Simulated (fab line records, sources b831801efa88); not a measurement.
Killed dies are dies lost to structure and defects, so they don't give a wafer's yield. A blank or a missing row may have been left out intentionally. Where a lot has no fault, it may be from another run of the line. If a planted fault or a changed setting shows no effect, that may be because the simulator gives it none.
Which tool is to blame? :: flow sky130 :: 11 lots with 33 wafers sampled at 6 steps, on a route of 708 steps

WHAT THE GAUGES READ, wafer by wafer
SKY_VT_ADJUST_PCH_OVL_MEAS_07.
lot: L702
measured: day 11 16:34
on: overlay-01
VT_ADJUST_PCH_OVL (nm): -1.1 0.0 -2.1

lot: L704
measured: day 12 00:01
on: overlay-02
VT_ADJUST_PCH_OVL (nm): -1.2 -1.8 -2.1

lot: L706
measured: day 12 14:25
on: overlay-01
VT_ADJUST_PCH_OVL (nm): 0.0 1.4 0.3

lot: L709
measured: day 13 09:50
on: overlay-01
VT_ADJUST_PCH_OVL (nm): -1.8 -2.4 -1.8

lot: L710
measured: day 13 17:45
on: overlay-02
VT_ADJUST_PCH_OVL (nm): 1.4 2.1 0.4

lot: L712
measured: day 14 01:05
on: overlay-02
VT_ADJUST_PCH_OVL (nm): -1.6 -1.6 -1.3

lot: L714
measured: day 15 00:31
on: overlay-02
VT_ADJUST_PCH_OVL (nm): 0.2 0.1 0.3

lot: L715
measured: day 15 03:21
on: overlay-02
VT_ADJUST_PCH_OVL (nm): 0.3 0.4 -0.8

lot: L717
measured: day 15 15:01
on: overlay-02
VT_ADJUST_PCH_OVL (nm): -0.7 -0.1 1.4

lot: L716
measured: day 15 20:34
on: overlay-01
VT_ADJUST_PCH_OVL (nm): -1.7 -0.9 0.8

lot: L718
measured: day 16 01:23
on: overlay-02
VT_ADJUST_PCH_OVL (nm): 0.9 0.8 1.0

SKY_GATE_OXIDE_THK_MEAS_02.
lot: L702
measured: day 14 05:42
on: film metro-03
GATE_OXIDE_OXIDATION_00_THK (nm): 10.39 10.11 10.24

lot: L704
measured: day 14 08:36
on: film metro-01
GATE_OXIDE_OXIDATION_00_THK (nm): 10.36 10.42 10.28

lot: L706
measured: day 15 03:40
on: film metro-04
GATE_OXIDE_OXIDATION_00_THK (nm): 10.14 10.33 10.25

lot: L709
measured: day 15 23:07
on: film metro-04
GATE_OXIDE_OXIDATION_00_THK (nm): 10.45 10.32 10.70

lot: L710
measured: day 16 10:55
on: film metro-01
GATE_OXIDE_OXIDATION_00_THK (nm): 10.06 10.04 9.78

lot: L712
measured: day 16 17:16
on: film metro-01
GATE_OXIDE_OXIDATION_00_THK (nm): 10.03 10.33 10.34

lot: L714
measured: day 17 18:13
on: film metro-04
GATE_OXIDE_OXIDATION_00_THK (nm): 10.48 10.35 10.39

lot: L715
measured: day 18 01:32
on: film metro-01
GATE_OXIDE_OXIDATION_00_THK (nm): 10.18 10.19 10.08

lot: L717
measured: day 18 09:23
on: film metro-03
GATE_OXIDE_OXIDATION_00_THK (nm): 10.51 10.28 10.48

lot: L716
measured: day 18 13:41
on: film metro-04
GATE_OXIDE_OXIDATION_00_THK (nm): 10.38 10.21 10.37

lot: L718
measured: day 18 19:15
on: film metro-01
GATE_OXIDE_OXIDATION_00_THK (nm): 9.94 10.15 10.00

SKY_LI_CONTACT_RS_MEAS_22: a four-point-probe measurement.
lot: L702
measured: day 30 20:32
on: film metro-02
LI_CONTACT_W_RS (ohm/sq): 0.291 0.288 0.288

lot: L704
measured: day 30 22:10
on: film metro-02
LI_CONTACT_W_RS (ohm/sq): 0.293 0.292 0.291

lot: L706
measured: day 31 10:38
on: film metro-03
LI_CONTACT_W_RS (ohm/sq): 0.287 0.285 0.287

lot: L709
measured: day 32 12:12
on: film metro-02
LI_CONTACT_W_RS (ohm/sq): 0.286 0.287 0.289

lot: L710
measured: day 32 23:21
on: film metro-01
LI_CONTACT_W_RS (ohm/sq): 0.280 0.282 0.284

lot: L712
measured: day 33 02:10
on: film metro-02
LI_CONTACT_W_RS (ohm/sq): 0.285 0.287 0.289

lot: L714
measured: day 34 02:16
on: film metro-02
LI_CONTACT_W_RS (ohm/sq): 0.286 0.290 0.288

lot: L715
measured: day 34 09:34
on: film metro-01
LI_CONTACT_W_RS (ohm/sq): 0.291 0.192 0.194

lot: L717
measured: day 34 14:10
on: film metro-03
LI_CONTACT_W_RS (ohm/sq): 0.285 0.288 0.283

lot: L716
measured: day 34 18:34
on: film metro-01
LI_CONTACT_W_RS (ohm/sq): 0.284 0.289 0.191

lot: L718
measured: day 34 23:02
on: film metro-03
LI_CONTACT_W_RS (ohm/sq): 0.282 0.282 0.287

SKY_LI_CONTACT_THK_MEAS_23: measures by xrf.
lot: L702
measured: day 30 20:38
on: film metro-02
LI_CONTACT_W_THK (nm): 383 389 385

lot: L704
measured: day 30 22:17
on: film metro-02
LI_CONTACT_W_THK (nm): 379 379 380

lot: L706
measured: day 31 10:45
on: film metro-03
LI_CONTACT_W_THK (nm): 398 402 399

lot: L709
measured: day 32 12:19
on: film metro-02
LI_CONTACT_W_THK (nm): 391 391 386

lot: L710
measured: day 32 23:28
on: film metro-01
LI_CONTACT_W_THK (nm): 397 399 397

lot: L712
measured: day 33 02:16
on: film metro-02
LI_CONTACT_W_THK (nm): 395 390 391

lot: L714
measured: day 34 02:22
on: film metro-02
LI_CONTACT_W_THK (nm): 392 387 390

lot: L715
measured: day 34 09:41
on: film metro-01
LI_CONTACT_W_THK (nm): 386 - -

lot: L717
measured: day 34 14:17
on: film metro-03
LI_CONTACT_W_THK (nm): 404 400 405

lot: L716
measured: day 34 18:41
on: film metro-01
LI_CONTACT_W_THK (nm): 396 389 -

lot: L718
measured: day 34 23:09
on: film metro-03
LI_CONTACT_W_THK (nm): 405 404 396

WHICH TOOL RAN EACH LOT (tool, then ch and the chambers of the sampled wafers, then the start)
lot: L702
SKY_LI_CONTACT_SPUTTER_19: pvd sputter-04, day 30 20:15
SKY_LI_CONTACT_CVD_21: cvd w-02 ch 0,1, day 30 20:23

lot: L704
SKY_LI_CONTACT_SPUTTER_19: pvd sputter-01, day 30 21:55
SKY_LI_CONTACT_CVD_21: cvd w-02 ch 0,1, day 30 22:03

lot: L706
SKY_LI_CONTACT_SPUTTER_19: pvd sputter-02, day 31 10:22
SKY_LI_CONTACT_CVD_21: cvd w-02 ch 0,1, day 31 10:31

lot: L709
SKY_LI_CONTACT_SPUTTER_19: pvd sputter-04, day 32 11:56
SKY_LI_CONTACT_CVD_21: cvd w-02 ch 0,1, day 32 12:05

lot: L710
SKY_LI_CONTACT_SPUTTER_19: pvd sputter-01, day 32 23:04
SKY_LI_CONTACT_CVD_21: cvd w-01 ch 0,1, day 32 23:12

lot: L712
SKY_LI_CONTACT_SPUTTER_19: pvd sputter-04, day 33 01:52
SKY_LI_CONTACT_CVD_21: cvd w-01 ch 0,1, day 33 02:03

lot: L714
SKY_LI_CONTACT_SPUTTER_19: pvd sputter-01, day 34 01:57
SKY_LI_CONTACT_CVD_21: cvd w-02 ch 0,1, day 34 02:08

lot: L715
SKY_LI_CONTACT_SPUTTER_19: pvd sputter-01, day 34 09:17
SKY_LI_CONTACT_CVD_21: cvd w-02 ch 0,1, day 34 09:25

lot: L717
SKY_LI_CONTACT_SPUTTER_19: pvd sputter-01, day 34 13:46
SKY_LI_CONTACT_CVD_21: cvd w-01 ch 1, day 34 13:55

lot: L716
SKY_LI_CONTACT_SPUTTER_19: pvd sputter-04, day 34 18:18
SKY_LI_CONTACT_CVD_21: cvd w-02 ch 0,1, day 34 18:26

lot: L718
SKY_LI_CONTACT_SPUTTER_19: pvd sputter-01, day 34 22:46
SKY_LI_CONTACT_CVD_21: cvd w-01 ch 0,1, day 34 22:55
- SKY_LI_CONTACT_SPUTTER_19: material Ti, target thk 20 nm, time 106.37 s.
- SKY_LI_CONTACT_CVD_21: deposits W, target thk 400 nm, time 120.56 s.

WHAT THE TOOLS THEMSELVES READ (means of the sampled wafers that have a number; where no wafer has one, the mark that the record gives instead)
SKY_LI_CONTACT_SPUTTER_19.
lot: L702
tool: pvd sputter-04
throttle valve pct (%): 28.6

lot: L704
tool: pvd sputter-01
throttle valve pct (%): 30.5

lot: L706
tool: pvd sputter-02
throttle valve pct (%): 28.7

lot: L709
tool: pvd sputter-04
throttle valve pct (%): 29.6

lot: L710
tool: pvd sputter-01
throttle valve pct (%): 30.6

lot: L712
tool: pvd sputter-04
throttle valve pct (%): 28.6

lot: L714
tool: pvd sputter-01
throttle valve pct (%): 29.7

lot: L715
tool: pvd sputter-01
throttle valve pct (%): 30.6

lot: L717
tool: pvd sputter-01
throttle valve pct (%): 29.8

lot: L716
tool: pvd sputter-04
throttle valve pct (%): 29.2

lot: L718
tool: pvd sputter-01
throttle valve pct (%): 31.4

SKY_LI_CONTACT_CVD_21.
lot: L702
tool: cvd w-02
heater power w (W): 864

lot: L704
tool: cvd w-02
heater power w (W): 869

lot: L706
tool: cvd w-02
heater power w (W): 847

lot: L709
tool: cvd w-02
heater power w (W): 865

lot: L710
tool: cvd w-01
heater power w (W): 817

lot: L712
tool: cvd w-01
heater power w (W): 774

lot: L714
tool: cvd w-02
heater power w (W): 839

lot: L715
tool: cvd w-02
heater power w (W): 856

lot: L717
tool: cvd w-01
heater power w (W): 767

lot: L716
tool: cvd w-02
heater power w (W): 852

lot: L718
tool: cvd w-01
heater power w (W): 797

THE ANSWER, worked out from the rows above alone
Rule: the lots themselves supply what counts as usual. Put in order of their means at a reading, lots are off if they are a third of the lots or fewer, leave a main group of 4 or more, and stand apart from it by a gap of 3 or more times the standard deviation of the main group's means; of several such gaps the widest counts. The tables above print the reading to a certain number of digits; a main group whose means all agree to those digits is not used. Also off: a lot with no number at a reading for which 4 or more lots have one. Any other lot the step has rows for is counted as sound. After the gauges, taken in route order, come the tools' own readings; for these a lot's mean is taken, as printed above. The first step at which some lot is off is used, and at that step the reading that is off furthest; a lot without a number counts as furthest.
Off: L715, L716, at SKY_LI_CONTACT_RS_MEAS_22 (LI_CONTACT_W_RS). The main group has a mean of 0.287 ohm/sq with a standard deviation of 0.0028.
If a tool, at a process step before that reading, ran all the lots that are off and no sound lot after the first of them, it fits. Those tools and the gauges at SKY_LI_CONTACT_RS_MEAS_22 are tried in the same way. 2 tools fit, cvd w-02 at SKY_LI_CONTACT_CVD_21 and film metro-01 at SKY_LI_CONTACT_RS_MEAS_22, so this cannot tell which one it is.

WHAT HAD BEEN PUT IN BY THE SIMULATOR
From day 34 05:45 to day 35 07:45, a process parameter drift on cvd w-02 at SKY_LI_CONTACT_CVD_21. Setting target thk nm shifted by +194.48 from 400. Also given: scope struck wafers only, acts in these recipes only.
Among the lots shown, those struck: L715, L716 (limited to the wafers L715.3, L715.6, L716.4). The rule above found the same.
